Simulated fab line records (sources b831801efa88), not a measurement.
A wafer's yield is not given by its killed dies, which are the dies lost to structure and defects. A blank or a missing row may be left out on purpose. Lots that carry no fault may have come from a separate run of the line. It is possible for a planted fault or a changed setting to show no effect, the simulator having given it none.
Which tool did it? | flow sfq-line | 40 wafers from 14 lots sampled at 2 of the route's 325 steps

WHAT EACH GAUGE READ, for each wafer
SFQ_M1_RS_MEAS_909: a four-point-probe measurement. Usual: M1_NB_RS typically reads 0.889 ohm/sq, with standard deviation 0.011.
lot  | measured     | on            | M1_NB_RS (ohm/sq) | flag
L977 | day 16 19:56 | film-metro-04 | 0.885 0.882 0.887 |
L978 | day 17 00:46 | film-metro-04 | 0.885 0.884 0.889 |
L979 | day 17 04:22 | film-metro-01 | 0.903 0.893 0.891 |
L980 | day 17 15:18 | film-metro-03 | 0.905 0.897 0.896 |
L984 | day 20 03:19 | film-metro-01 | 0.873 0.500       | OFF
L986 | day 20 15:49 | film-metro-03 | 0.503 0.892       | OFF
L988 | day 21 00:21 | film-metro-04 | 0.886 0.505 0.505 | OFF
L991 | day 21 03:46 | film-metro-01 | 0.884 0.884 0.880 |
L993 | day 21 06:13 | film-metro-03 | 0.891 0.894 0.896 |
L994 | day 21 07:32 | film-metro-01 | 0.868 0.857 0.873 |
L996 | day 21 09:56 | film-metro-03 | 0.884 0.884 0.879 |
L997 | day 21 10:57 | film-metro-01 | 0.904 0.911 0.898 |
L999 | day 21 13:21 | film-metro-01 | 0.894 0.905 0.905 |
L100 | day 21 14:45 | film-metro-03 | 0.877 0.880 0.887 |

WHAT TOOL EACH LOT RAN ON (gives the tool, then ch and the chambers of the sampled wafers, and finally the start)
lot  | SFQ_TRILAYER_M1_DEP_SPUTTER_037
L977 | pvd-sputter-05, day 16 19:51
L978 | pvd-sputter-05, day 17 00:39
L979 | pvd-sputter-05, day 17 04:16
L980 | pvd-sputter-03, day 17 15:10
L984 | pvd-sputter-05, day 20 03:13
L986 | pvd-sputter-05, day 20 15:41
L988 | pvd-sputter-05, day 21 00:14
L991 | pvd-sputter-03, day 21 03:41
L993 | pvd-sputter-04, day 21 06:05
L994 | pvd-sputter-03, day 21 07:26
L996 | pvd-sputter-04, day 21 09:50
L997 | pvd-sputter-03, day 21 10:52
L999 | pvd-sputter-04, day 21 13:16
L100 | pvd-sputter-03, day 21 14:38
- SFQ_TRILAYER_M1_DEP_SPUTTER_037: material Nb, target thk 200 nm, time 133.3 s.

WHAT THE TOOLS THEMSELVES READ (means of the sampled wafers that have a number; where no wafer has one, the mark that the record gives instead)
SFQ_TRILAYER_M1_DEP_SPUTTER_037. Usual: chamber-pressure-pa 0.1333 Pa, standard deviation 0.0003; substrate-temp-c 20.00 C, standard deviation 0.11; throttle-valve-pct 29.8 %, standard deviation 0.7.
lot  | tool           | chamber-pressure-pa (Pa) | substrate-temp-c (C) | throttle-valve-pct (%) | flag
L977 | pvd-sputter-05 | 0.1332                   | 19.98                | 29.4                   |
L978 | pvd-sputter-05 | 0.1334                   | 20.00                | 29.3                   |
L979 | pvd-sputter-05 | 0.1330                   | 20.02                | 29.3                   |
L980 | pvd-sputter-03 | 0.1335                   | 20.09                | 29.9                   |
L984 | pvd-sputter-05 | 0.1334                   | 20.14                | 29.0                   |
L986 | pvd-sputter-05 | 0.1336                   | 20.04                | 29.0                   |
L988 | pvd-sputter-05 | 0.1334                   | 19.94                | 29.5                   |
L991 | pvd-sputter-03 | 0.1331                   | 19.96                | 29.5                   |
L993 | pvd-sputter-04 | 0.1334                   | 19.91                | 30.9                   |
L994 | pvd-sputter-03 | 0.1337                   | 20.04                | 30.1                   |
L996 | pvd-sputter-04 | 0.1331                   | 20.10                | 30.8                   |
L997 | pvd-sputter-03 | 0.1331                   | 20.00                | 29.9                   |
L999 | pvd-sputter-04 | 0.1333                   | 20.10                | 30.9                   |
L100 | pvd-sputter-03 | 0.1334                   | 20.08                | 30.0                   |

THE ANSWER, worked out from the rows above alone
Rule: a lot is off if the mean of its wafers that have a number lies more than 3 standard deviations from the usual mean. Also off: a lot with no number at a reading for which 4 or more lots have one. The other lots that the step has rows for count as sound. First the gauges in route order, then the tools' own readings, where a lot's mean is used as printed above. The first step at which some lot is off is used, and at that step the reading that is off furthest; a lot without a number counts as furthest.
Off: L984, L986, L988, seen at SFQ_M1_RS_MEAS_909 (M1_NB_RS).
A tool fits if, at a process step before that reading, it ran every lot that is off, and no sound lot after the first of them. Those tools and the gauges at SFQ_M1_RS_MEAS_909 are tried in the same way. One fits: SFQ_TRILAYER_M1_DEP_SPUTTER_037 on pvd-sputter-05. Its last sound lot is L979 (day 17 04:16), its first lot that is off L984 (day 20 03:13): a fault that began between those two fits.

WHAT WAS PUT IN BY THE SIMULATOR
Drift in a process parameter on pvd-sputter-05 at SFQ_TRILAYER_M1_DEP_SPUTTER_037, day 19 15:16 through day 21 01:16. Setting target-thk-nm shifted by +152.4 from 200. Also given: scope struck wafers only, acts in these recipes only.
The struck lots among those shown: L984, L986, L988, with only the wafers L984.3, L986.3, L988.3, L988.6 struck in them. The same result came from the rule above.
